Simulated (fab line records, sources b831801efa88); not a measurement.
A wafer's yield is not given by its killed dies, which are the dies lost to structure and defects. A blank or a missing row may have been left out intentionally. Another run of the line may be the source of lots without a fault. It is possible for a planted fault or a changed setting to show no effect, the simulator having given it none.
fab line records	flow sky130	part 2 of 2: steps 29 to 40 of 40
record: lots: 5	wafers: 15	lastDay: 50
route steps=708 shown GATE_OXIDE@187 POLY_GATE@204 RES_PROTECT@206
lots with no fault: from the same line, run without faults
startH: hours from the record's first day to the start of the lot's first wafer shown	waitH: time in hours since the lot's previous step	" same as the row above	L1.1+2: several wafers, shown together as one row	- no value present, or no start provided	* or withheld: withheld	< > ~ a bound
route shown NAME@n: a module of which the file shows steps, and the number in the route of the first	usual: mean/standard deviation of fault-free wafers	same: alike in all rows	chamber/n: place in a boat	sites: the reading at each site	_std_site: their standard deviation	_edge_site: the outer-site mean with the inner-site mean subtracted	radiusMm: for every site, how far away it sits from the centre of the wafer	mask NAME#n: copy n	behind: the tool/chamber that last shaped the wafer	hold: why the lot was held/for how many hours/how that ended	device: the n, p or np transistor that did not switch	end of line: at the end of the route, the tests of the same wafers	where a step has no rows: the recipe by itself	killed: not the wafer's yield, but the dies lost to structure and defects at the first sort	map: a wafer's dies, marking killed ones x, the rest . and places with no die _
set.NAME: the setting the step ran with; set.NAME@STEP: the setting that earlier step ran with	model.NAME: the simulator's own value behind a step, which no gauge read
lots at selected steps of the route; one table per step, one row per wafer
services: when a tool's chamber went out of use (startH, in hours from the record's first day, below 0 if earlier), for how many hours, and the reason
== steps ==
step: SKY_RES_PROTECT_TW_MEAS_08
usual: POLY_GATE_TW: 3999/21
lot.wafer	tool	chamber	startH	waitH	POLY_GATE_TW
L083.1	filmMetro-02	-	416.74	0.1	4009
L083.2	"	-	"	"	4014
L083.4	"	-	"	"	4002
L084.3	filmMetro-03	-	434.36	0.1	4038
L084.4	"	-	"	"	4017
L084.6	"	-	"	"	4040
L092.2	filmMetro-02	-	492.70	0.1	3979
L092.5	"	-	"	"	3994
L092.6	"	-	"	"	3980
L096.3	filmMetro-02	-	520.57	0.1	3983
L096.4	"	-	"	"	3969
L096.6	"	-	"	"	3988
L097.2	filmMetro-02	-	530.20	0.1	4002
L097.3	"	-	"	"	3969
L097.6	"	-	"	"	4004
step: SKY_RES_PROTECT_CLEAN_09
recipe: chemistry: SC1/SC2	mix: 1:4:20	tempC: 70	timeS: 150	dry: n2Spin
usual: bathGuardTempC: 69.9/0.33
lot.wafer	tool	chamber	startH	waitH	bathGuardTempC
L083.1	wetBench-04	2	416.80	0.1	69.6
L083.2	"	2	"	"	69.9
L083.4	"	2	"	"	69.9
L084.3	wetBench-03	2	434.47	0.1	69.1
L084.4	"	2	"	"	69.1
L084.6	"	2	"	"	69.3
L092.2	wetBench-03	1	492.75	0.0	69.9
L092.5	"	1	"	"	69.9
L092.6	"	1	"	"	69.8
L096.3	wetBench-01	2	520.61	0.0	69.9
L096.4	"	2	"	"	69.8
L096.6	"	2	"	"	70.1
L097.2	wetBench-03	3	530.25	0.0	70.2
L097.3	"	3	"	"	69.8
L097.6	"	3	"	"	70.4
step: SKY_POLY_GATE_CVD_03
recipe: material: Si3N4	precursor: DCS/NH3	targetThkNm: 75	tempC: 770	timeS: 1290	pressureMtorr: 250
lot.wafer	tool	chamber	startH	waitH
L083.1+2+4	lpcvd-02	0	416.86	0.0
L084.3+4+6	lpcvd-02	0	435.57	1.0
L092.2+5+6	lpcvd-02	1	492.80	0.0
L096.3+4+6	lpcvd-02	0	520.71	0.0
L097.2+3+6	lpcvd-02	1	532.40	2.1
step: SKY_POLY_GATE_THK_MEAS_04
recipe: reads: Si3N4_of_POLY_GATE_CVD_03
usual: POLY_GATE_CVD_03_THK: 75.4/0.87
lot.wafer	tool	chamber	startH	waitH	POLY_GATE_CVD_03_THK[nm]
L083.1	filmMetro-01	-	418.22	0.0	75.6
L083.2	"	-	"	"	75.4
L083.4	"	-	"	"	76.1
L084.3	filmMetro-01	-	436.94	0.0	74.7
L084.4	"	-	"	"	74.6
L084.6	"	-	"	"	74.9
L092.2	filmMetro-01	-	494.17	0.0	76.2
L092.5	"	-	"	"	76.5
L092.6	"	-	"	"	76.4
L096.3	filmMetro-03	-	522.76	0.0	76.8
L096.4	"	-	"	"	76.7
L096.6	"	-	"	"	77.2
L097.2	filmMetro-03	-	533.76	0.0	75.7
L097.3	"	-	"	"	75.6
L097.6	"	-	"	"	75.6
step: SKY_POLY_GATE_DEHYDRATE_05
recipe: tempC: 200	timeS: 60
usual: exhaustPa: 44.9/0.97
lot.wafer	tool	chamber	startH	waitH	exhaustPa
L083.1	lithoTrack-02	0	432.97	14.7	45.4
L083.2	"	0	"	"	45.8
L083.4	"	0	"	"	44.5
L084.3	lithoTrack-04	0	451.80	14.8	46.8
L084.4	"	0	"	"	44.3
L084.6	"	0	"	"	45.6
L092.2	lithoTrack-01	0	508.86	14.7	43.2
L092.5	"	0	"	"	44.8
L092.6	"	0	"	"	43.4
L096.3	lithoTrack-02	0	537.07	14.3	45.2
L096.4	"	0	"	"	45.2
L096.6	"	0	"	"	46.5
L097.2	lithoTrack-04	0	548.02	14.2	46.8
L097.3	"	0	"	"	45.9
L097.6	"	0	"	"	46.5
step: SKY_POLY_GATE_HMDS_06
recipe: primeTimeS: 60	primeTempC: 120
usual: exhaustPa: 44.9/0.95
same: primeTimeS: 60
lot.wafer	tool	chamber	startH	waitH	exhaustPa
L083.1	lithoTrack-02	0	433.12	0.1	46.8
L083.2	"	0	"	"	46.2
L083.4	"	0	"	"	44.4
L084.3	lithoTrack-04	0	451.95	0.1	45.2
L084.4	"	0	"	"	44.9
L084.6	"	0	"	"	44.9
L092.2	lithoTrack-01	0	509.01	0.1	45.1
L092.5	"	0	"	"	44.6
L092.6	"	0	"	"	44.9
L096.3	lithoTrack-02	0	537.22	0.1	44.2
L096.4	"	0	"	"	43.9
L096.6	"	0	"	"	46.1
L097.2	lithoTrack-04	0	548.17	0.1	45.2
L097.3	"	0	"	"	45.1
L097.6	"	0	"	"	45.9
step: SKY_POLY_GATE_COAT_07
recipe: resist: BARC	tempC: withheld	timeS: withheld	spinRpm: 3000	resistThkNm: 110
usual: exhaustPa: 44.9/0.88
lot.wafer	tool	chamber	startH	waitH	exhaustPa
L083.1	lithoTrack-02	0	433.27	0.1	45.7
L083.2	"	0	"	"	45.2
L083.4	"	0	"	"	46.6
L084.3	lithoTrack-04	0	452.10	0.1	44.8
L084.4	"	0	"	"	44.2
L084.6	"	0	"	"	44.9
L092.2	lithoTrack-01	0	509.16	0.1	45.7
L092.5	"	0	"	"	45.9
L092.6	"	0	"	"	44.2
L096.3	lithoTrack-02	0	537.37	0.1	44.9
L096.4	"	0	"	"	45.2
L096.6	"	0	"	"	44.8
L097.2	lithoTrack-04	0	548.32	0.1	44.4
L097.3	"	0	"	"	46.1
L097.6	"	0	"	"	43.5
step: SKY_POLY_GATE_COAT_08
recipe: resist: KrF-thick	spinRpm: 3000	resistThkNm: 450
usual: exhaustPa: 44.8/0.87
lot.wafer	tool	chamber	startH	waitH	exhaustPa
L083.1	lithoTrack-02	0	-	-	45.2
L083.2	"	0	"	"	45.3
L083.4	"	0	"	"	45.5
L084.3	lithoTrack-04	0	-	-	44.5
L084.4	"	0	"	"	44.0
L084.6	"	0	"	"	44.2
L092.2	lithoTrack-01	0	-	-	43.5
L092.5	"	0	"	"	44.4
L092.6	"	0	"	"	44.0
L096.3	lithoTrack-02	0	-	-	45.1
L096.4	"	0	"	"	45.1
L096.6	"	0	"	"	44.7
L097.2	lithoTrack-04	0	-	-	45.3
L097.3	"	0	"	"	44.8
L097.6	"	0	"	"	45.0
step: SKY_POLY_GATE_SOFTBAKE_09
recipe: tempC: 100	timeS: 90	resist: KrF-thick
usual: exhaustPa: 45.1/1.1
lot.wafer	tool	chamber	startH	waitH	exhaustPa
L083.1	lithoTrack-02	0	-	-	44.2
L083.2	"	0	"	"	45.6
L083.4	"	0	"	"	45.9
L084.3	lithoTrack-04	0	-	-	47.1
L084.4	"	0	"	"	46.7
L084.6	"	0	"	"	47.6
L092.2	lithoTrack-01	0	-	-	44.2
L092.5	"	0	"	"	44.5
L092.6	"	0	"	"	44.7
L096.3	lithoTrack-02	0	-	-	46.8
L096.4	"	0	"	"	47.0
L096.6	"	0	"	"	45.9
L097.2	lithoTrack-04	0	-	-	44.9
L097.3	"	0	"	"	42.0
L097.6	"	0	"	"	44.5
step: SKY_POLY_GATE_EXPOSE_10
recipe: maskId: P1M	na: 0.68	sourceShape: conventional	sigmaOuter: 0.6	targetCdNm: 150	doseMj: 28
lot.wafer	tool	chamber	startH	waitH	mask
L083.1+2+4	krfScanner-02	0	-	-	P1M#0
L084.3+4+6	krfScanner-01	0	-	-	P1M#0
L092.2+5+6	krfScanner-01	0	-	-	P1M#0
L096.3+4+6	krfScanner-01	0	-	-	P1M#0
L097.2+3+6	krfScanner-01	0	-	-	P1M#0
step: SKY_POLY_GATE_PEB_11
recipe: pebTempC: withheld	pebTimeS: withheld	resist: KrF-thick
usual: exhaustPa: 45.1/0.84
lot.wafer	tool	chamber	startH	waitH	exhaustPa
L083.1	lithoTrack-04	0	-	-	44.5
L083.2	"	0	"	"	45.0
L083.4	"	0	"	"	44.8
L084.3	lithoTrack-02	0	-	-	44.0
L084.4	"	0	"	"	45.7
L084.6	"	0	"	"	45.4
L092.2	lithoTrack-02	0	-	-	44.8
L092.5	"	0	"	"	44.4
L092.6	"	0	"	"	45.6
L096.3	lithoTrack-04	0	-	-	46.3
L096.4	"	0	"	"	46.5
L096.6	"	0	"	"	45.2
L097.2	lithoTrack-01	0	-	-	45.5
L097.3	"	0	"	"	44.5
L097.6	"	0	"	"	45.5
step: SKY_POLY_GATE_DEVELOP_12
recipe: developTimeS: 60	resist: KrF-thick	devTempC: 21
usual: exhaustPa: 45.0/0.95
same: developTimeS: 60
lot.wafer	tool	chamber	startH	waitH	exhaustPa
L083.1	lithoTrack-04	0	-	-	46.3
L083.2	"	0	"	"	45.0
L083.4	"	0	"	"	45.2
L084.3	lithoTrack-02	0	-	-	45.2
L084.4	"	0	"	"	45.6
L084.6	"	0	"	"	44.9
L092.2	lithoTrack-02	0	-	-	48.0
L092.5	"	0	"	"	45.8
L092.6	"	0	"	"	46.2
L096.3	lithoTrack-04	0	-	-	45.1
L096.4	"	0	"	"	45.6
L096.6	"	0	"	"	44.2
L097.2	lithoTrack-01	0	-	-	44.1
L097.3	"	0	"	"	45.2
L097.6	"	0	"	"	43.6
== services ==
tool	chamber	startH	hours	kind
ilineStepper-02	-	329.94	1.7	pm
lpcvd-02	-	330.64	6.0	pm
krfScanner-01	-	333.02	0.8	pm
lpcvd-02	-	338.21	0.6	repair
ilineStepper-01	-	351.46	0.9	repair
lpcvd-02	-	360.40	1.1	repair
lpcvd-01	-	365.72	0.5	repair
wetBench-03	-	367.86	5.8	repair
ilineStepper-01	-	381.73	4.4	pm
furnace-02	-	383.16	3.4	pm
plasmaAsher-02	-	386.98	3.1	repair
wetBench-01	-	392.04	1.0	repair
implanter-01	-	417.47	4.2	repair
plasmaAsher-02	-	421.50	2.8	pm
krfScanner-01	-	425.37	1.0	pm
ilineStepper-02	-	436.06	4.5	repair
krfScanner-01	-	437.34	0.9	repair
krfScanner-01	-	438.22	1.3	pm
ilineStepper-01	-	462.81	1.7	pm
ilineStepper-02	-	489.75	2.3	repair
ilineStepper-02	-	516.89	4.4	pm
implanter-01	-	527.98	5.0	pm
ilineStepper-02	-	548.12	1.7	pm
furnace-01	-	554.05	3.1	pm
